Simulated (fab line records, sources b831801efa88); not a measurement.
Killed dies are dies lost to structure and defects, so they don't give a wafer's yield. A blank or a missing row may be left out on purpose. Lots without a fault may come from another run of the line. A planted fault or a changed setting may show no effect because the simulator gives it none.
A struck lot beside a sound one | flow gf180mcu | 14 steps out of a route of 602
Sound: wafers L705.3, L705.5, L705.6. Struck: wafers L716.1, L716.2, L716.5. The cause comes at the end.
At each step with rows: each side's tool, then ch and its chambers, then its first start. Under that, the readings that differ: sound wafers | struck wafers | difference of the means | sigmas: that difference in standard deviations of wafers without a fault.
alike: readings whose means differ by less than 2 such deviations, and words and numbers that are the same on both sides. not compared: withheld readings, readings that some wafer has no value for, bounds like >300 that may hide the same value, and numbers for which the record gives no deviation and whose values overlap.
The two part at a step that has a row with sigmas, a row that says differs or no value, or rows on one side only. Numbers that don't overlap but have no deviation are shown without sigmas and don't part them. A reading that every wafer of one side lacks parts them only if that side has two wafers or more.

GF_MIM_THK_MEAS_06:
  sound on film_metro-03, day 25 02:58; struck on film_metro-03, day 28 21:33
  alike: MIM_CVD_05_THK
GF_MIM_SPUTTER_07: material TiN, target thk 60 nm, time 50 s.
  sound on pvd_sputter-03, day 25 03:00; struck on pvd_sputter-01, day 28 21:37
  alike: throttle_valve_pct
GF_MIM_SPUTTER_08: material AlCu, target thk 200 nm, time 10.6 s.
  sound on pvd_sputter-03, day 25 03:02; struck on pvd_sputter-01, day 28 21:40
  alike: throttle_valve_pct
GF_MIM_SPUTTER_09: material TiN, target thk 35 nm, time 29.2 s.
  sound on pvd_sputter-03, day 25 03:04; struck on pvd_sputter-01, day 28 21:41
  alike: throttle_valve_pct
GF_MIM_RS_MEAS_10: measures by four-point-probe.
  sound on film_metro-04, day 25 03:08; struck on film_metro-01, day 28 21:43
  alike: MIM_ALCU_RS
GF_MIM_THK_MEAS_11: measures by xrf.
  sound on film_metro-04, day 25 03:14; struck on film_metro-01, day 28 21:50
  alike: MIM_ALCU_THK
then, 6 steps without rows for these wafers: GF_MIM_DEHYDRATE_12 (time 60 s); GF_MIM_HMDS_13 (prime time 60 s); GF_MIM_COAT_14 (resist thk 1000 nm); GF_MIM_SOFTBAKE_15 (time 60 s); GF_MIM_EXPOSE_16 (exposes mask FuseTop, target cd 2000 nm); GF_MIM_PEB_17.
GF_MIM_DEVELOP_18: develop time 60 s.
  sound on litho_track-04 ch 0, day 26 00:23; struck on litho_track-04, day 29 15:50
  no value came back on the struck wafers for chill_plate_temp_C (C), develop_time_s (s), exhaust_pa (Pa); on the sound wafers chill_plate_temp_C (C) reads 22.96 22.88 22.77
GF_MIM_METAL_ETCH_19: etches the open film in Cl2/BCl3, stops on Si3N4, target depth 324.5 nm, time 54.1 s.
  sound on rie_metal-01 ch 0, day 26 00:32; struck on rie_metal-01 ch 0,1, day 29 15:59
  alike: drypump_motor_current_A, oes_product_au, throttle_valve_pct
  not compared: rf_hours_counter_h

WHERE THEY PART
Only at GF_MIM_DEVELOP_18, within this record. Later steps at which nothing parts them and some readings are alike: GF_MIM_METAL_ETCH_19.

WHY: what the simulator had put in
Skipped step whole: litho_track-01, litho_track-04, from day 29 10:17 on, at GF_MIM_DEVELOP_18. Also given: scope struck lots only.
